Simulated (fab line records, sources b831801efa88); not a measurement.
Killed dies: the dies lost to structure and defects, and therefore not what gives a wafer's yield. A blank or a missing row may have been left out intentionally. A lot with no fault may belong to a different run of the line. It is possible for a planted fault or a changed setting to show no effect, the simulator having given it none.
Which of the tools did it? / flow gf180mcu / Sampling: 6 lots, 18 wafers, 2 of 602 route steps

WHAT THE GAUGES SHOWED, per wafer
GF_VT_IMPLANT_RS_MEAS_46: the measuring method here is four-point-probe.
lot=L348; measured=day 7 20:57; on=filmMetro-03; MVSD_RS (ohm/sq)=457.1 455.2 457.4
lot=L350; measured=day 8 10:46; on=filmMetro-01; MVSD_RS (ohm/sq)=458.6 458.3 458.4
lot=L352; measured=day 8 23:24; on=filmMetro-03; MVSD_RS (ohm/sq)=458.4 456.6 457.5
lot=L357; measured=day 10 04:47; on=filmMetro-03; MVSD_RS (ohm/sq)=537.3 536.2 537.1
lot=L361; measured=day 11 22:13; on=filmMetro-03; MVSD_RS (ohm/sq)=457.6 458.3 457.3
lot=L370; measured=day 14 00:43; on=filmMetro-04; MVSD_RS (ohm/sq)=455.2 455.7 455.4

EACH LOT AND THE TOOL THAT RAN IT (in order: tool; ch and the chambers of the sampled wafers; start)
lot=L348; GF_MVSD_IMPLANT_09=implanter-03 ch 0, day 4 17:32
lot=L350; GF_MVSD_IMPLANT_09=implanter-03 ch 0, day 5 05:49
lot=L352; GF_MVSD_IMPLANT_09=implanter-02 ch 0, day 5 15:43
lot=L357; GF_MVSD_IMPLANT_09=implanter-02 ch 0, day 6 17:20
lot=L361; GF_MVSD_IMPLANT_09=implanter-03 ch 0, day 8 04:34
lot=L370; GF_MVSD_IMPLANT_09=implanter-04 ch 0, day 10 00:32
- GF_MVSD_IMPLANT_09

THE ANSWER, worked out from the rows above alone
Rule: usual is defined by the lots themselves. The widest of any qualifying gaps counts: lots, ordered by their means at a reading, are off when they make up no more than a third of the lots, leave a main group of 4 or more, and stand apart from it by 3 or more times the standard deviation of that group's means. A main group is skipped when, at the precision printed for the reading in the tables above, its means are all equal. A lot without any number at a reading at which 4 lots or more have one is off too. All remaining lots with rows at the step are treated as sound.
Off: L357, at GF_VT_IMPLANT_RS_MEAS_46 (MVSD_RS). For the main group the mean is 457.1 ohm/sq and the standard deviation 1.
If a tool, at a process step before that reading, ran all the lots that are off and no sound lot after the first of them, it fits. The gauges at GF_VT_IMPLANT_RS_MEAS_46 are tried like those tools. One fits: implanter-02 at GF_MVSD_IMPLANT_09. A fault onset in the window from L352 (day 5 15:43, its last sound lot) to L357 (day 6 17:20, its first lot off) fits.

WHAT WAS PUT IN BY THE SIMULATOR
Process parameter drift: implanter-02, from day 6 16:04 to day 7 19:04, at GF_MVSD_IMPLANT_09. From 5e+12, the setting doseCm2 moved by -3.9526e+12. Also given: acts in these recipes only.
Shown lots that were struck: L357. Same finding as the rule above.
